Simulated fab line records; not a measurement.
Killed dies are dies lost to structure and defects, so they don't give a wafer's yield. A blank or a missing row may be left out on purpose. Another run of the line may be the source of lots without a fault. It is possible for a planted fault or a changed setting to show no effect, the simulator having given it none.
What tool caused it? | flow sfqLine | 44 wafers from 15 lots sampled at 5 of the route's 325 steps

== WHAT THE GAUGES SHOWED, per wafer ==
SFQ_I5_OVL_MEAS_936. Usual: for I5_OVL the level is 2 nm and the standard deviation is 5.9.
lot  | measured     | on         | I5_OVL (nm) | flag
L363 | day 69 13:25 | overlay-02 | -3 -3 7     | 
L364 | day 69 15:49 | overlay-02 | -1 11 10    | 
L365 | day 69 17:53 | overlay-01 | 0 -1 -7     | 
L366 | day 70 11:14 | overlay-02 | 6 5 8       | 
L367 | day 70 15:48 | overlay-01 | 3 4 5       | 
L368 | day 71 08:13 | overlay-01 | 1 -5 -1     | 
L369 | day 71 17:11 | overlay-01 | 1 5 4       | 
L370 | day 73 14:48 | overlay-01 | -1 -7       | 
L371 | day 73 18:23 | overlay-01 | 0 -3 8      | 
L372 | day 73 23:11 | overlay-02 | -3 -4 5     | 
L382 | day 80 05:04 | overlay-01 | -7 -4 1     | 
L383 | day 80 07:29 | overlay-02 | -1 -1 6     | 
L384 | day 80 11:04 | overlay-01 | 15 9 10     | 
L385 | day 80 15:52 | overlay-02 | 10 0 14     | 
L386 | day 80 19:28 | overlay-01 | 2 10 10     | 

== EACH LOT AND THE TOOL THAT RAN IT (in order: tool; ch and the chambers of the sampled wafers; start) ==
lot  | SFQ_TRILAYER_I2_VIA_STRIP_STRIP_071 | SFQ_TRILAYER_I4_CMP_CMP_100   | SFQ_TRILAYER_I4_METRO_MEASURE_101 | SFQ_TRILAYER_I4_VIA_ETCH_VIA_ETCH_106
L363 | rieMetal-04 ch 1, day 37 14:23      | cmp-01 ch 1,2, day 54 04:24   | filmMetro-01, day 54 07:01        | rieDiel-04 ch 0,2,3, day 59 15:22
L364 | rieMetal-04 ch 0,1, day 38 02:23    | cmp-01 ch 0,2,3, day 54 16:24 | filmMetro-02, day 54 19:01        | rieDiel-03 ch 0,1,2, day 60 02:10
L365 | rieMetal-04 ch 0,1, day 39 00:06    | cmp-01 ch 2,3, day 55 10:30   | filmMetro-04, day 55 13:37        | rieDiel-04 ch 0,1,3, day 60 15:22
L366 | rieMetal-01 ch 0,1, day 39 03:42    | cmp-01 ch 2,3, day 55 16:30   | filmMetro-02, day 55 19:37        | rieDiel-04 ch 0,2,3, day 60 20:17
L367 | rieMetal-03 ch 0, day 39 12:08      | cmp-02 ch 1,3, day 56 04:32   | filmMetro-04, day 56 07:10        | rieDiel-04 ch 0,1,3, day 61 02:17
L368 | rieMetal-04 ch 0,1, day 40 07:32    | cmp-02 ch 0,1,2, day 57 01:33 | filmMetro-04, day 57 04:16        | rieDiel-03 ch 0,1, day 61 23:53
L369 | rieMetal-01 ch 0,1, day 40 13:20    | cmp-02 ch 0,3, day 57 08:40   | filmMetro-01, day 57 11:17        | rieDiel-01 ch 0,1, day 62 08:17
L370 | rieMetal-03 ch 1, day 42 12:35      | cmp-02 ch 3, day 59 09:41     | filmMetro-02, day 59 13:13        | rieDiel-04 ch 1, day 64 00:08
L371 | rieMetal-03 ch 0,1, day 42 14:47    | cmp-02 ch 1,2,3, day 59 13:41 | filmMetro-04, day 59 16:01        | rieDiel-04 ch 0,1,2, day 64 03:44
L372 | rieMetal-01 ch 1, day 42 16:16      | cmp-02 ch 0,3, day 59 18:41   | filmMetro-01, day 59 22:01        | rieDiel-03 ch 1,2,3, day 64 09:44
L382 | rieMetal-01 ch 0,1, day 46 05:24    | cmp-01 ch 0,2,3, day 62 11:45 | filmMetro-02, day 62 14:22        | rieDiel-03 ch 0,1,2, day 66 15:59
L383 | rieMetal-03 ch 0,1, day 46 14:07    | cmp-02 ch 2,3, day 62 16:56   | filmMetro-04, day 62 19:58        | rieDiel-01 ch 1,2,3, day 66 21:59
L384 | rieMetal-01 ch 0,1, day 46 17:31    | cmp-02 ch 0,1,3, day 62 19:56 | filmMetro-01, day 62 22:46        | rieDiel-03 ch 0,1,3, day 67 01:35
L385 | rieMetal-04 ch 0,1, day 46 22:19    | cmp-02 ch 0,1,3, day 62 22:56 | filmMetro-01, day 63 01:34        | rieDiel-03 ch 0,2,3, day 67 06:23
L386 | rieMetal-01 ch 0,1, day 47 07:55    | cmp-01 ch 1,2, day 62 23:15   | filmMetro-04, day 63 02:34        | rieDiel-04 ch 0,2,3, day 67 07:35
- SFQ_TRILAYER_I2_VIA_STRIP_STRIP_071: strips in O2.
- SFQ_TRILAYER_I4_CMP_CMP_100: polishes SiO2.
- SFQ_TRILAYER_I4_METRO_MEASURE_101
- SFQ_TRILAYER_I4_VIA_ETCH_VIA_ETCH_106: etches SiO2 in CHF3, stops on Nb, target depth 260 nm.

== WHAT THE TOOLS THEMSELVES READ (means of the sampled wafers that have a number; where no wafer has one, the mark that the record gives instead) ==
SFQ_TRILAYER_I2_VIA_STRIP_STRIP_071. Usual: drypumpMotorCurrentA 5.38 A, standard deviation 0.2; heBacksideLeakSccm 3.56 sccm, standard deviation 0.23; oesProductAu 1.008 a.u., standard deviation 0.0092.
lot  | tool        | drypumpMotorCurrentA (A) | heBacksideLeakSccm (sccm) | oesProductAu (a.u.) | flag
L363 | rieMetal-04 | 5.17                     | 3.48                      | 0.999               | 
L364 | rieMetal-04 | 5.22                     | 3.39                      | 1.011               | 
L365 | rieMetal-04 | 5.19                     | 3.70                      | 1.006               | 
L366 | rieMetal-01 | 5.35                     | 3.70                      | 1.004               | 
L367 | rieMetal-03 | 5.52                     | 3.28                      | 1.002               | 
L368 | rieMetal-04 | 5.20                     | 3.65                      | 1.003               | 
L369 | rieMetal-01 | 5.38                     | 3.71                      | 1.006               | 
L370 | rieMetal-03 | 5.76                     | 3.34                      | 1.014               | 
L371 | rieMetal-03 | 5.69                     | 3.29                      | 1.010               | 
L372 | rieMetal-01 | 5.38                     | 3.82                      | 1.010               | 
L382 | rieMetal-01 | 5.37                     | 3.65                      | 1.016               | 
L383 | rieMetal-03 | 5.60                     | 3.19                      | 1.008               | 
L384 | rieMetal-01 | 5.37                     | 3.93                      | 1.009               | 
L385 | rieMetal-04 | 5.23                     | 3.63                      | 1.010               | 
L386 | rieMetal-01 | 5.36                     | 3.59                      | 1.009               | 

SFQ_TRILAYER_I4_CMP_CMP_100. Usual: edgeZonePressureFrac 1.000, standard deviation 0.0048; motorCurrentA 10.2 A, standard deviation 0.98; slurryFilterDpKPa 13.51 kPa, standard deviation 0.12; timeToEndpointS 218 s, standard deviation 8.9.
lot  | tool   | edgeZonePressureFrac | motorCurrentA (A) | slurryFilterDpKPa (kPa) | timeToEndpointS (s) | flag
L363 | cmp-01 | 0.996                | 10.0              | 13.63                   | 216                 | 
L364 | cmp-01 | 0.996                | 10.3              | 13.47                   | 215                 | 
L365 | cmp-01 | 1.001                | 10.5              | 13.52                   | 217                 | 
L366 | cmp-01 | 0.993                | 10.1              | 13.52                   | 218                 | 
L367 | cmp-02 | 0.998                | 10.7              | 13.57                   | 222                 | 
L368 | cmp-02 | 1.004                | 10.3              | 13.62                   | 219                 | 
L369 | cmp-02 | 1.000                | 9.6               | 13.60                   | 220                 | 
L370 | cmp-02 | 1.002                | 10.5              | 13.71                   | 226                 | 
L371 | cmp-02 | 1.004                | 10.9              | 13.56                   | 226                 | 
L372 | cmp-02 | 1.002                | 9.0               | 13.49                   | 231                 | 
L382 | cmp-01 | 0.996                | 10.2              | 13.49                   | 211                 | 
L383 | cmp-02 | 0.997                | 10.6              | 13.47                   | 226                 | 
L384 | cmp-02 | 0.999                | 10.2              | 13.54                   | 221                 | 
L385 | cmp-02 | 1.001                | 10.2              | 13.51                   | 222                 | 
L386 | cmp-01 | 1.001                | 10.0              | 13.36                   | 216                 | 

SFQ_TRILAYER_I4_METRO_MEASURE_101. Usual: thkNm 200.2 nm, standard deviation 1.1.
lot  | tool         | thkNm (nm) | flag
L363 | filmMetro-01 | 200.7      | 
L364 | filmMetro-02 | 199.8      | 
L365 | filmMetro-04 | 200.8      | 
L366 | filmMetro-02 | 200.7      | 
L367 | filmMetro-04 | 201.2      | 
L368 | filmMetro-04 | 199.4      | 
L369 | filmMetro-01 | 199.9      | 
L370 | filmMetro-02 | 190.1      | OFF
L371 | filmMetro-04 | 194.0      | OFF
L372 | filmMetro-01 | 194.9      | OFF
L382 | filmMetro-02 | 199.6      | 
L383 | filmMetro-04 | 200.5      | 
L384 | filmMetro-01 | 199.7      | 
L385 | filmMetro-01 | 202.1      | 
L386 | filmMetro-04 | 200.2      | 

SFQ_TRILAYER_I4_VIA_ETCH_VIA_ETCH_106. Usual: drypumpMotorCurrentA 5.5 A, standard deviation 0.35; oesProductAu 0.855 a.u., standard deviation 0.0051.
lot  | tool       | drypumpMotorCurrentA (A) | oesProductAu (a.u.) | flag
L363 | rieDiel-04 | 5.1                      | 0.855               | 
L364 | rieDiel-03 | 5.6                      | 0.849               | 
L365 | rieDiel-04 | 5.4                      | 0.854               | 
L366 | rieDiel-04 | 5.1                      | 0.859               | 
L367 | rieDiel-04 | 5.4                      | 0.861               | 
L368 | rieDiel-03 | 5.6                      | 0.852               | 
L369 | rieDiel-01 | 5.4                      | 0.858               | 
L370 | rieDiel-04 | 5.9                      | 0.834               | OFF
L371 | rieDiel-04 | 5.3                      | 0.840               | 
L372 | rieDiel-03 | 5.5                      | 0.843               | 
L382 | rieDiel-03 | 5.6                      | 0.850               | 
L383 | rieDiel-01 | 5.7                      | 0.861               | 
L384 | rieDiel-03 | 5.5                      | 0.852               | 
L385 | rieDiel-03 | 5.5                      | 0.858               | 
L386 | rieDiel-04 | 5.1                      | 0.858               | 

== THE ANSWER, worked out from the rows above alone ==
Rule: a lot counts as off when the mean over its wafers that have a number is more than 3 standard deviations away from the usual mean. Also off: a lot with no number at a reading for which 4 or more lots have one. All remaining lots with rows at the step are treated as sound. After the gauges, taken in route order, come the tools' own readings; for these a lot's mean is taken, as printed above. The first step at which some lot is off is used, and at that step the reading that is off furthest; a lot without a number counts as furthest.
Off, at SFQ_TRILAYER_I4_METRO_MEASURE_101 on thkNm: L370, L371, L372.
If a tool, at that step or one of the process steps before it, ran each lot that is off and ran no sound lot following the first of them, it fits. Of those tried, none fits.

== WHAT WAS PUT IN BY THE SIMULATOR ==
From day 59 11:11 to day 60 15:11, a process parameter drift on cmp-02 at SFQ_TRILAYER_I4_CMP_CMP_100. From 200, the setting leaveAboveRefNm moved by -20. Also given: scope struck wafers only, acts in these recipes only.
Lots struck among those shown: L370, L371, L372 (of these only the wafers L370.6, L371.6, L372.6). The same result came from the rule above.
